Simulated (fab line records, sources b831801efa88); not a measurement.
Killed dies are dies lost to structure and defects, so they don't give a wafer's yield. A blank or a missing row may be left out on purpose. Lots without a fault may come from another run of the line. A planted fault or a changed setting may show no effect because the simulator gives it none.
One fault seen from 2 desks | flow gf180mcu | each desk has only its own numbers; what lay behind them comes last

THE TOOL OWNER'S DESK: rie_metal-01
The tool's own readings at GF_M1_METAL_ETCH_16 (etches the open film in Cl2/BCl3, stops on SiO2, target depth 627.5 nm, time 104.6 s): means of the sampled wafers that have a number, for each lot that ran on this tool. A lot is out of limits, marked OUT, if its mean lies more than 4 standard deviations from the usual mean; the brackets give that distance.
Columns: A = chamber_pressure_mTorr at GF_M1_METAL_ETCH_16, usual 8.000 mTorr; B = drypump_motor_current_A at GF_M1_METAL_ETCH_16, usual 5.7 A; C = oes_product_au at GF_M1_METAL_ETCH_16, usual 0.973 a.u.; D = rf_fwd_power_W at GF_M1_METAL_ETCH_16, usual 796.0 W; E = throttle_valve_pct at GF_M1_METAL_ETCH_16, usual 28.250 %
lot  | first seen here | A     | B   | C                | D               | E
L108 | day 18 16:01    | 7.999 | 5.8 | 0.967            | 795.4           | 28.251
L109 | day 18 22:34    | 7.996 | 6.2 | 0.978            | 797.9           | 28.243
L115 | day 20 18:40    | 8.003 | 6.1 | 0.980            | 793.1           | 28.250
L116 | day 21 05:40    | 8.000 | 6.0 | 0.971            | 794.7           | 28.257
L123 | day 23 08:13    | 8.004 | 5.9 | 0.918 (-7.3) OUT | 712.3 (-33) OUT | 28.309 (+4.9) OUT
This desk's finding: out of limits on L123; first on L123, day 23 08:13 (oes_product_au at GF_M1_METAL_ETCH_16). In limits: L108, L109, L115, L116.

THE METROLOGY DESK
What the gauges read, lot by lot, whatever tool the lot ran on: means of the sampled wafers that have a number. A lot is out of limits, marked OUT, if its mean lies more than 4 standard deviations from the usual mean; the brackets give that distance.
Columns: A = V1_CVD_02_THK at GF_V1_THK_MEAS_03, usual 846 nm
lot  | first seen here | A
L106 | day 16 18:06    | 832
L108 | day 18 16:52    | 846
L109 | day 18 23:27    | 835
L111 | day 19 00:39    | 857
L112 | day 19 09:34    | 836
L113 | day 20 00:17    | 849
L115 | day 20 19:31    | 841
L116 | day 21 06:31    | 846
L123 | day 23 09:06    | 828
L126 | day 24 11:19    | 845
L127 | day 24 15:22    | 852
L128 | day 24 22:35    | 847
L129 | day 25 07:36    | 833
This desk's finding: nothing out of limits on any of the 13 lots.

PUT TOGETHER
The tool owner's desk could have raised an alarm at day 23 08:13, on L123.
The metrology desk saw nothing out of limits.
The metrology desk has L123 on record, within its limits.
Of the lots named, all ran GF_M1_METAL_ETCH_16 on rie_metal-01.

WHAT THE SIMULATOR HAD PUT IN
Process parameter drift: rie_metal-01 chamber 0, from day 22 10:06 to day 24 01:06, at GF_M1_METAL_ETCH_16. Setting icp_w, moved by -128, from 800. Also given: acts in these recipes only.
Lots struck among those shown: L123.
Hours from the fault's start to each desk's first reading out of limits: the tool owner's desk, 22.
